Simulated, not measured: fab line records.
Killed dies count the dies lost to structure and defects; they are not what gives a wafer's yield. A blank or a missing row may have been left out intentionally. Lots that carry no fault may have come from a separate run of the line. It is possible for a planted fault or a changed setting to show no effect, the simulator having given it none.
The tool behind it: which one? -- flow sky130 -- Sampling: 6 lots, 18 wafers, 3 of 708 route steps

WHAT EACH GAUGE READ, for each wafer
SKY_LI_CONTACT_BOW_MEAS_03.
lot,measured,on,LI_CONTACT_BOW (um)
L541,day 29 02:31,film_metro-02,56 58 56
L547,day 31 08:11,film_metro-02,43 59 59
L550,day 31 16:13,film_metro-03,14 27 24
L553,day 32 07:16,film_metro-03,48 55 54
L557,day 33 17:38,film_metro-03,57 55 67
L560,day 34 15:21,film_metro-03,45 56 57

EACH LOT AND THE TOOL THAT RAN IT (in order: tool; ch and the chambers of the sampled wafers; start)
lot,SKY_LI_CONTACT_HDPCVD_00,SKY_LI_CONTACT_CMP_02
L541,"hdpcvd-01 ch 1,2, day 29 02:02","cmp-02 ch 1,2,3, day 29 02:13"
L547,"hdpcvd-02 ch 0,2, day 31 06:26","cmp-02 ch 0,2,3, day 31 07:56"
L550,"hdpcvd-02 ch 0,1, day 31 15:44","cmp-01 ch 0,1,3, day 31 15:54"
L553,"hdpcvd-01 ch 0,1, day 32 06:47","cmp-02 ch 1,3, day 32 06:59"
L557,"hdpcvd-01 ch 0,2, day 33 17:10","cmp-01 ch 0,1,2, day 33 17:26"
L560,"hdpcvd-01 ch 0,1,2, day 34 14:53","cmp-02 ch 0,2,3, day 34 15:05"
- SKY_LI_CONTACT_HDPCVD_00: deposits PSG, target thk 930 nm, time 155 s.
- SKY_LI_CONTACT_CMP_02: polishes PSG.

THE ANSWER, worked out from the rows above alone
Rule: usual is defined by the lots themselves. The widest of any qualifying gaps counts: lots, ordered by their means at a reading, are off when they make up no more than a third of the lots, leave a main group of 4 or more, and stand apart from it by 3 or more times the standard deviation of that group's means. If all means in a main group match to the digits the tables above print for the reading, that group is not used. Also off: a lot with no number at a reading for which 4 or more lots have one. Where the step has rows for the other lots, those lots are counted as sound.
Off: L550, seen at SKY_LI_CONTACT_BOW_MEAS_03 (LI_CONTACT_BOW). Mean 55 um and standard deviation 2.8 in the main group.
A tool fits if, at a process step before that reading, it ran every lot that is off, and no sound lot after the first of them. The gauges at SKY_LI_CONTACT_BOW_MEAS_03 are tried like those tools. One candidate fits, namely hdpcvd-02 at SKY_LI_CONTACT_HDPCVD_00. A fault onset in the window from L547 (day 31 06:26, its last sound lot) to L550 (day 31 15:44, its first lot off) fits.

WHAT THE SIMULATOR PUT IN
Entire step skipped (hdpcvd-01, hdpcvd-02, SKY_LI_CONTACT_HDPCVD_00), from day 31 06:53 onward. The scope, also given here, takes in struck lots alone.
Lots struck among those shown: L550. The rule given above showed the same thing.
